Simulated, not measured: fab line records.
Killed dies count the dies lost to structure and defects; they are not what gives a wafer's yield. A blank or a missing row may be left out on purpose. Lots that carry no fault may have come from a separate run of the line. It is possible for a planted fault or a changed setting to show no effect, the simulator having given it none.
One fault through the eyes of 2 desks -- flow gf180mcu -- every desk sees just its own numbers, and what lay behind them comes last

AT THE TOOL OWNER'S DESK: cvd w-02
The tool's own readings at GF_CONTACT_CVD_24 (deposits W, target thk 300 nm, time 90.339 s): means of the sampled wafers that have a number, for each lot that ran on this tool. A lot is out of limits, marked OUT, if its mean lies more than 4 standard deviations from the usual mean; the brackets give that distance.
Columns: A = heater power w at GF_CONTACT_CVD_24, usual 875 W; B = susceptor temp C at GF_CONTACT_CVD_24, usual 399.97 C
lot,first seen here,A,B
L165,day 16 02:38,923,399.91
L171,day 18 20:49,903,399.75
L173,day 19 12:58,890,392.73 (-33) OUT
L175,day 20 03:35,820,385.22 (-67) OUT
L184,day 23 07:26,902,400.02
L185,day 23 12:21,936,399.98
L186,day 23 22:23,898,400.27
Finding of this desk: L173, L175 out of limits; the first was L173 at day 19 12:58, on susceptor temp C at GF_CONTACT_CVD_24. In limits: L165, L171, L184, L185, L186.

METROLOGY DESK
What the gauges read, lot by lot, whatever tool the lot ran on: means of the sampled wafers that have a number. A lot is out of limits, marked OUT, if its mean lies more than 4 standard deviations from the usual mean; the brackets give that distance.
Columns: A = SAB_OVL at GF_SAB_OVL_MEAS_10, usual -0.4 nm; B = CONTACT_BOW at GF_CONTACT_BOW_MEAS_05, usual 65 um; C = CONTACT_W_RS at GF_CONTACT_RS_MEAS_25, usual 0.385 ohm/sq; D = CONTACT_W_THK at GF_CONTACT_THK_MEAS_26, usual 291 nm
lot,first seen here,A,B,C,D
L165,day 15 02:34,-1.2,64,0.387,290
L169,day 16 22:05,1.9,62,0.389,288
L170,day 17 04:40,0.6,66,0.389,288
L171,day 17 18:08,0.5,71,0.387,290
L173,day 18 10:26,-0.5,68,0.451 (+14) OUT,257 (-9.1) OUT
L175,day 19 00:31,1.5,67,0.514 (+26) OUT,225 (-18) OUT
L184,day 22 06:08,-0.6,65,0.383,292
L185,day 22 11:32,-4.0,65,0.378,298
L186,day 22 21:28,-0.6,65,0.383,293
L187,day 23 04:11,1.1,65,0.392,284
L188,day 23 13:41,-2.9,64,0.388,289
This desk reports L173, L175 out of limits; the earliest was L173 at day 19 13:05 (CONTACT_W_RS at GF_CONTACT_RS_MEAS_25). In limits: L165, L169, L170, L171, L184, L185, L186, L187, L188.

ALL TOGETHER
On L173, L175, at day 19 12:58, an alarm was possible from the tool owner's desk.
L173, L175 would have let the metrology desk raise an alarm at day 19 13:05.
Every lot named ran GF_CONTACT_CVD_24 on cvd w-02.

WHAT THE SIMULATOR HAD INSERTED
cvd w-02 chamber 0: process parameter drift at GF_CONTACT_CVD_24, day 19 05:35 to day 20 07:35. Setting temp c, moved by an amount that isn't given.
Lots struck among those shown: L173, L175.
Time in hours from fault onset to the first out-of-limits reading at each desk: tool owner's desk 7, metrology desk 8.
